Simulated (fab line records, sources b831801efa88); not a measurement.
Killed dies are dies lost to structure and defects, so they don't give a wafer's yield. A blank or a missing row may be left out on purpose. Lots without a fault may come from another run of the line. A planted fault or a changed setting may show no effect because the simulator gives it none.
fab line records | flow sky130
record lots=11 wafers=33 last_day=50
route steps=708 shown FIELD_ISO@16 PWDE@54 SONOS_TUNNEL@156 GATE_OXIDE@200
lots that met no fault: from a run of the same line without faults
start_h: hours from the record's first day to the start of the lot's first wafer shown | wait_h: hours since the lot's step before | " the same as in the row above | L1.1+2: a row that stands for several wafers | - no value, or no start given | * or withheld: withheld | < > ~ a bound
route shown NAME@n: a module of which the file shows steps, and the number in the route of the first | usual: mean/standard deviation of fault-free wafers | same: alike in all rows | chamber/n: place in a boat | sites: the reading at each site | _std_site: their standard deviation | _edge_site: outer sites' mean less inner sites' | radius_mm: how far each site lies from the wafer's centre | mask NAME#n: copy n | behind: the tool/chamber that last shaped the wafer | hold: why the lot was held/for how many hours/how that ended | device: the transistor (n, p or np) that didn't switch | end of line: the same wafers' tests at the end of the route | a step without rows: its recipe alone | killed: dies lost to structure and defects at the first sort, not the wafer's yield | map: a wafer's dies, x killed, . not, _ none there
set.NAME: the setting as run; set.NAME@STEP: as run at that earlier step | model.NAME: the simulator's own value behind a step, which no gauge read
steps of the route over a sample of lots; a table a step, a row a wafer
services: from which hour (start_h, from the record's first day; less than 0 if before it) a tool's chamber was out of use, for how many hours, and why
## steps
# step SKY_FIELD_ISO_ETCH_15
# recipe chemistry=CHF3/O2 target_depth_nm=180 stop_on=Si source_w=600 bias_w=200 pressure_mtorr=40 chf3_flow_sccm=50 O2_flow_sccm=5 time_s=72
# usual chf3_flow_sccm=49.99/0.15 drypump_motor_current_A=5.7/0.49 oes_product_au=0.947/0.0061 throttle_valve_pct=8.847/0.0087
# columns lot.wafer tool chamber start_h wait_h chf3_flow_sccm drypump_motor_current_A oes_product_au rf_hours_counter_h throttle_valve_pct
L235.1 rie_diel-04 2 35.05 0.0 49.99 5.5 0.947 122 8.845
L235.3 " 1 " " 49.90 6.4 0.945 84 8.850
L235.6 " 3 " " 50.14 5.2 0.952 - 8.841
L236.2 rie_diel-03 1 40.40 0.0 50.00 5.1 0.949 82 8.854
L236.3 " 2 " " 49.95 5.0 0.944 103 8.841
L236.6 " 3 " " 50.13 6.0 0.943 - 8.842
L238.1 rie_diel-04 1 55.28 0.0 50.13 6.4 0.952 85 8.842
L238.2 " 0 " " 50.04 6.4 0.945 65 8.834
L238.6 " 0 " " 50.03 6.4 0.944 - 8.860
L239.1 rie_diel-03 2 58.90 0.0 50.23 5.0 0.957 103 8.843
L239.4 " 3 " " 50.04 6.0 0.948 81 8.841
L239.6 " 3 " " 50.18 6.0 0.953 - 8.849
L242.1 rie_diel-03 2 72.35 0.0 50.12 5.0 0.947 103 8.845
L242.2 " 0 " " 50.13 5.9 0.942 108 8.837
L242.5 " 2 " " 50.26 5.0 0.946 - 8.847
L245.3 rie_diel-03 2 90.75 0.0 49.90 5.0 0.948 103 8.855
L245.4 " 3 " " 49.99 6.0 0.950 81 8.855
L245.6 " 3 " " 50.18 6.0 0.950 - 8.845
L247.2 rie_diel-03 2 98.80 0.0 50.02 5.0 0.948 103 8.848
L247.5 " 0 " " 49.76 6.0 0.939 - 8.838
L247.6 " 1 " " 49.96 5.1 0.947 - 8.850
L248.1 rie_diel-03 1 103.25 0.0 50.04 5.2 0.943 83 8.867
L248.2 " 2 " " 49.85 5.0 0.949 103 8.855
L248.3 " 0 " " 49.84 5.9 0.940 109 8.848
L252.2 rie_diel-04 3 125.23 0.0 50.29 5.3 0.941 112 8.838
L252.5 " 3 " " 50.17 5.2 0.937 - 8.845
L252.6 " 2 " " 49.77 5.5 0.951 - 8.836
L253.1 rie_diel-04 3 130.80 0.0 50.29 5.3 0.941 112 8.834
L253.2 " 1 " " 49.94 6.3 0.941 86 8.840
L253.4 " 0 " " 50.11 6.3 0.942 67 8.838
L255.3 rie_diel-04 3 139.88 0.0 50.35 5.3 0.965 112 8.830
L255.4 " 3 " " 50.14 5.3 0.950 - 8.846
L255.5 " 0 " " 49.95 6.3 0.964 - 8.839
# step SKY_PWDE_STRIP_09
# recipe chemistry=O2/N2 power_w=1400 pressure_mtorr=1500 platen_temp_c=withheld o2_flow_sccm=3000 n2_flow_sccm=300 overash_fraction=0.5
# usual drypump_motor_current_A=5.7/0.31 oes_product_au=0.723/0.0049 strip_time_to_endpoint_s=36.98/0.11
# columns lot.wafer tool chamber start_h wait_h drypump_motor_current_A oes_product_au rf_hours_counter_h strip_time_to_endpoint_s
L235.1 plasma_asher-01 0 78.98 0.1 5.1 0.732 39 36.93
L235.3 " 0 " " 5.1 0.728 - 37.08
L235.6 " 0 " " 5.1 0.718 - 37.03
L236.2 plasma_asher-01 1 83.53 0.1 5.3 0.720 39 36.90
L236.3 " 0 " " 5.1 0.713 - 36.89
L236.6 " 0 " " 5.1 0.731 - 36.94
L238.1 plasma_asher-02 1 102.88 0.1 5.9 0.720 41 37.18
L238.2 " 0 " " 5.7 0.727 41 37.26
L238.6 " 1 " " 6.0 0.719 - 37.38
L239.1 plasma_asher-04 0 110.23 0.1 6.0 0.722 39 36.98
L239.4 " 0 " " 5.9 0.728 - 36.99
L239.6 " 1 " " 5.9 0.727 - 36.96
L242.1 plasma_asher-01 0 121.73 0.1 5.1 0.717 0 36.91
L242.2 " 1 " " 5.3 0.718 0 37.03
L242.5 " 1 " " 5.3 0.719 - 37.13
L245.3 plasma_asher-04 0 139.46 0.1 5.9 0.722 - 36.96
L245.4 " 1 " " 5.8 0.717 - 36.85
L245.6 " 1 " " 5.9 0.724 - 36.98
L247.2 plasma_asher-04 0 148.08 0.1 5.9 0.725 43 36.90
L247.5 " 0 " " 5.9 0.720 - 36.89
L247.6 " 1 " " 5.8 0.726 - 36.91
L248.1 plasma_asher-02 1 152.28 0.1 5.9 0.727 46 37.06
L248.2 " 0 " " 5.7 0.719 46 37.08
L248.3 " 1 " " 5.9 0.728 - 37.03
L252.2 plasma_asher-04 0 175.71 0.1 5.9 0.721 46 37.03
L252.5 " 0 " " 5.9 0.724 - 37.04
L252.6 " 1 " " 5.9 0.723 - 37.01
L253.1 plasma_asher-01 0 183.63 0.1 5.1 0.725 6 36.94
L253.2 " 1 " " 5.3 0.723 6 36.98
L253.4 " 0 " " 5.1 0.718 - 36.82
L255.3 plasma_asher-04 0 193.82 0.1 5.9 0.729 - 37.02
L255.4 " 1 " " 5.8 0.730 - 37.08
L255.5 " 0 " " 5.9 0.722 - 37.02
# step SKY_SONOS_TUNNEL_COAT_02
# recipe resist=NOVOLAK spin_rpm=3000 resist_thk_nm=1140
# usual spin_speed_rpm=2999.9/2.4
# columns lot.wafer tool chamber start_h wait_h spin_speed_rpm
L235.1 litho_track-01 0 266.69 0.1 3002.9
L235.3 " 0 " " 2997.9
L235.6 " 0 " " 2999.6
L236.2 litho_track-01 0 271.76 0.1 2997.7
L236.3 " 0 " " 2996.9
L236.6 " 0 " " 2994.6
L238.1 litho_track-02 0 295.27 0.1 2997.8
L238.2 " 0 " " 3001.6
L238.6 " 0 " " 2994.8
L239.1 litho_track-01 0 306.39 0.1 3002.6
L239.4 " 0 " " 2998.5
L239.6 " 0 " " 2996.3
L242.1 litho_track-02 0 318.92 0.1 3006.0
L242.2 " 0 " " 2998.6
L242.5 " 0 " " 3002.2
L245.3 litho_track-01 0 340.24 0.1 3002.2
L245.4 " 0 " " 3000.7
L245.6 " 0 " " 2999.4
L247.2 litho_track-03 0 351.26 0.1 2997.2
L247.5 " 0 " " 2999.8
L247.6 " 0 " " 2997.1
L248.1 litho_track-01 0 355.59 0.1 3000.2
L248.2 " 0 " " 3006.8
L248.3 " 0 " " 3003.1
L252.2 litho_track-01 0 381.61 0.1 3000.0
L252.5 " 0 " " 2998.7
L252.6 " 0 " " 2996.5
L253.1 litho_track-02 0 393.87 0.1 3001.0
L253.2 " 0 " " 3002.4
L253.4 " 0 " " 3003.3
L255.3 litho_track-01 0 405.29 0.1 2998.7
L255.4 " 0 " " 2994.3
L255.5 " 0 " " 3001.1
# step SKY_SONOS_TUNNEL_CD_MEAS_07
# recipe target_cd_nm=410
# usual cd_nm=410.7/1.8
# columns lot.wafer tool chamber start_h wait_h cd_nm
L235.1 cd_sem-01 - 278.92 0.1 408.2
L235.3 " - " " 410.4
L235.6 " - " " 409.1
L236.2 cd_sem-02 - 284.01 0.1 412.5
L236.3 " - " " 411.6
L236.6 " - " " 410.8
L238.1 cd_sem-02 - 308.52 0.1 410.7
L238.2 " - " " 410.8
L238.6 " - " " 411.2
L239.1 cd_sem-01 - 318.99 0.1 411.7
L239.4 " - " " 410.7
L239.6 " - " " 411.9
L242.1 cd_sem-02 - 332.49 0.1 410.3
L242.2 " - " " 411.6
L242.5 " - " " 413.3
L245.3 cd_sem-02 - 353.73 0.1 411.9
L245.4 " - " " 411.6
L245.6 " - " " 412.3
L247.2 cd_sem-02 - 364.61 0.1 407.2
L247.5 " - " " 407.3
L247.6 " - " " 407.2
L248.1 cd_sem-01 - 368.97 0.1 411.2
L248.2 " - " " 410.6
L248.3 " - " " 412.2
L252.2 cd_sem-01 - 395.81 0.1 437.1
L252.5 " - " " 434.1
L252.6 " - " " 437.4
L253.1 cd_sem-02 - 408.49 0.1 408.8
L253.2 " - " " 407.2
L253.4 " - " " 408.3
L255.3 cd_sem-01 - 420.18 0.1 437.2
L255.4 " - " " 434.2
L255.5 " - " " 437.0
# step SKY_GATE_OXIDE_STRIP_13
# recipe chemistry=O2/N2 power_w=1400 pressure_mtorr=1500 platen_temp_c=withheld o2_flow_sccm=3000 n2_flow_sccm=300 overash_fraction=0.5
# usual drypump_motor_current_A=5.6/0.33 oes_product_au=0.715/0.0049 strip_time_to_endpoint_s=14.19/0.044
# columns lot.wafer tool chamber start_h wait_h drypump_motor_current_A oes_product_au rf_hours_counter_h strip_time_to_endpoint_s
L235.1 plasma_asher-01 0 334.80 0.0 5.1 0.712 21 14.21
L235.3 " 1 " " 5.3 0.717 - 14.22
L235.6 " 1 " " 5.3 0.721 - 14.21
L236.2 plasma_asher-01 0 342.28 0.0 5.1 0.717 22 14.20
L236.3 " 1 " " 5.3 0.713 - 14.23
L236.6 " 1 " " 5.3 0.714 - 14.22
L238.1 plasma_asher-04 1 370.23 0.0 5.8 0.724 65 14.12
L238.2 " 0 " " 5.9 0.716 65 14.12
L238.6 " 0 " " 5.9 0.720 - 14.13
L239.1 plasma_asher-04 0 378.48 0.0 5.9 0.713 65 14.22
L239.4 " 0 " " 5.9 0.704 - 14.22
L239.6 " 1 " " 5.8 0.712 - 14.23
L242.1 plasma_asher-02 0 393.27 0.0 5.7 0.716 70 14.22
L242.2 " 1 " " 5.9 0.711 70 14.20
L242.5 " 1 " " 5.9 0.718 - 14.22
L245.3 plasma_asher-01 0 419.86 0.0 5.1 0.710 - 14.19
L245.4 " 1 " " 5.3 0.719 - 14.16
L245.6 " 0 " " 5.1 0.712 - 14.18
L247.2 plasma_asher-04 0 434.21 0.0 5.9 0.720 0 14.18
L247.5 " 1 " " 5.9 0.721 - 14.18
L247.6 " 0 " " 5.9 0.717 - 14.13
L248.1 plasma_asher-01 1 434.63 0.0 5.3 0.718 30 14.25
L248.2 " 0 " " 5.1 0.719 30 14.16
L248.3 " 0 " " 5.1 0.714 - 14.18
L252.2 plasma_asher-04 1 465.55 0.0 5.8 0.712 3 14.15
L252.5 " 1 " " 5.8 0.712 - 14.15
L252.6 " 0 " " 5.9 0.721 - 14.20
L253.1 plasma_asher-01 1 477.63 0.0 5.3 0.718 34 14.12
L253.2 " 0 " " 5.1 0.709 34 14.17
L253.4 " 0 " " 5.1 0.712 - 14.14
L255.3 plasma_asher-02 1 488.56 0.0 5.9 0.716 - 14.14
L255.4 " 0 " " 5.7 0.713 - 14.10
L255.5 " 0 " " 5.7 0.712 - 14.15
## services
# columns tool chamber start_h hours kind
rie_diel-04 0 11.60 2.9 repair
plasma_asher-02 - 35.52 2.8 pm
plasma_asher-02 - 60.12 9.7 repair
plasma_asher-02 - 86.32 2.8 repair
plasma_asher-04 - 103.02 1.0 repair
rie_diel-04 1 104.05 3.9 repair
plasma_asher-01 - 108.75 9.0 pm
rie_diel-04 1 110.98 1.2 repair
rie_diel-04 2 121.62 2.0 repair
rie_diel-04 2 137.65 5.0 repair
rie_diel-04 2 165.29 8.9 repair
plasma_asher-01 - 170.90 0.9 repair
rie_diel-04 - 178.12 28.1 pm
plasma_asher-01 - 208.59 2.8 repair
rie_diel-04 1 245.03 9.4 repair
rie_diel-04 0 261.39 15.8 repair
rie_diel-04 - 289.62 4.4 repair
plasma_asher-04 - 300.06 2.8 pm
rie_diel-03 0 301.65 7.0 repair
plasma_asher-01 - 346.35 14.6 pm
rie_diel-04 - 356.54 4.0 pm
rie_diel-03 2 378.28 4.5 repair
plasma_asher-04 - 421.25 9.0 pm
rie_diel-04 2 479.83 7.9 repair
## key
first_sign step=SKY_SONOS_TUNNEL_CD_MEAS_07 reading=cd_nm direction=up sigmas=14 usual=410.7 struck=436.2
effect none on later readings
met_at SKY_SONOS_TUNNEL_COAT_02
struck_lots L252,L255
tester_left_out L252,L255
not_acting_at SKY_FIELD_ISO_ETCH_15,SKY_PWDE_STRIP_09,SKY_GATE_OXIDE_STRIP_13
onset_between 355.59 381.61
fault kind=process_parameter_drift tool=litho_track-01 chamber=- onset_h=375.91 steps=SKY_SONOS_TUNNEL_COAT_02 channel=resist_thk_nm offset=-226.22 shape=step end_h=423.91 acts_in=these_recipes_only stated=1140
# tester_left_out: of these lots the tester's yield and bins aren't shown, on N5 and GAA mostly nor the transistor test; their killed dies are dies lost to structure and defects alone, not to doping, threshold or leakage, so they don't give the yield
